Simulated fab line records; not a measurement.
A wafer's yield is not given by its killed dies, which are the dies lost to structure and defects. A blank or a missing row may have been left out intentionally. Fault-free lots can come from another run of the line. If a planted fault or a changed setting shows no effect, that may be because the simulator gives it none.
Matching of chambers + flow sky130 + SKY_LI_CONTACT_CMP_02 on cmp-01 has 4 sister chambers
The step polishes PSG. 22 wafers are shown with their chamber, then 11 later ones without.

WAFERS, EACH WITH ITS CHAMBER
| wafer  | chamber | timeToEndpointS (s) | motorCurrentA (A) |
|--------|---------|---------------------|-------------------|
| L074.1 | 0       | 35.6                | 13.6              |
| L074.2 | 1       | 33.3                | 12.0              |
| L074.3 | 2       | 33.1                | 13.5              |
| L075.3 | 0       | 35.0                | 13.2              |
| L075.4 | 2       | 31.5                | 13.0              |
| L075.5 | 2       | 32.3                | 12.9              |
| L078.1 | 3       | 32.7                | 12.8              |
| L078.2 | 0       | 31.7                | 13.6              |
| L078.4 | 2       | 29.9                | 13.5              |
| L081.2 | 1       | 32.3                | 12.4              |
| L081.5 | 3       | 36.1                | 13.6              |
| L081.6 | 2       | 31.8                | 12.8              |
| L084.1 | 2       | 32.1                | 12.5              |
| L084.4 | 1       | 30.3                | 13.3              |
| L084.6 | 3       | 34.6                | 12.4              |
| L085.1 | 2       | 34.6                | 12.3              |
| L085.3 | 3       | 36.9                | 13.1              |
| L085.6 | 2       | 32.9                | 12.8              |
| L086.2 | 3       | 33.7                | 13.0              |
| L086.5 | 0       | 35.9                | 13.1              |
| L086.6 | 3       | 36.5                | 13.1              |
| L093.2 | 2       | 29.2                | 13.0              |

SIGNATURES, as means of the wafers listed above
| reading         | chamber 0 | chamber 1 | chamber 2 | chamber 3 | scatter within a chamber |
|-----------------|-----------|-----------|-----------|-----------|--------------------------|
| timeToEndpointS | 34.550    | 31.967    | 31.933    | 35.083    | 1.69                     |
| motorCurrentA   | 13.375    | 12.567    | 12.922    | 13.000    | 0.418                    |
Rule: a wafer's distance from a chamber is the root of the sum, over the readings, of the square of ((its reading less the chamber's mean) divided by the reading's scatter). The wafer belongs to the nearest chamber; if the next one is less than 2 further off, it can't be placed. The scatter is the square root of a quotient: the sum, over the shown wafers, of each reading's squared deviation from its chamber's mean, divided by wafers minus chambers.

WAFERS MISSING THEIR CHAMBER
| wafer  | timeToEndpointS (s) | motorCurrentA (A) |
|--------|---------------------|-------------------|
| L093.3 | 29.5                | 12.3              |
| L093.5 | 31.4                | 12.6              |
| L094.1 | 29.6                | 12.5              |
| L094.2 | 28.5                | 12.4              |
| L094.6 | 30.1                | 12.6              |
| L095.1 | 31.0                | 13.1              |
| L095.2 | 30.1                | 13.2              |
| L095.3 | 28.6                | 13.1              |
| L096.3 | 35.1                | 12.7              |
| L096.4 | 27.8                | 12.6              |
| L096.5 | 29.9                | 13.0              |

EACH ONE'S CHAMBER
| wafer  | from the rows above               | in truth |
|--------|-----------------------------------|----------|
| L093.3 | can't be placed: 1 or 2           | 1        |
| L093.5 | can't be placed: 1 or 2           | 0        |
| L094.1 | can't be placed: 1 or 2           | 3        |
| L094.2 | can't be placed: 1 or 2           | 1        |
| L094.6 | can't be placed: 1 or 2 or 3      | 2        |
| L095.1 | can't be placed: 2 or 1 or 0 or 3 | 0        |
| L095.2 | can't be placed: 2 or 1 or 0 or 3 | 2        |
| L095.3 | can't be placed: 2 or 1 or 0 or 3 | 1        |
| L096.3 | can't be placed: 3 or 0 or 1 or 2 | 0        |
| L096.4 | can't be placed: 1 or 2 or 0 or 3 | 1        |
| L096.5 | can't be placed: 2 or 1 or 0 or 3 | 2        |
Placed correctly: 0 of 11. From these rows, 11 cannot be placed; in 9 the true chamber is one of the candidates. 0 placed wrongly.
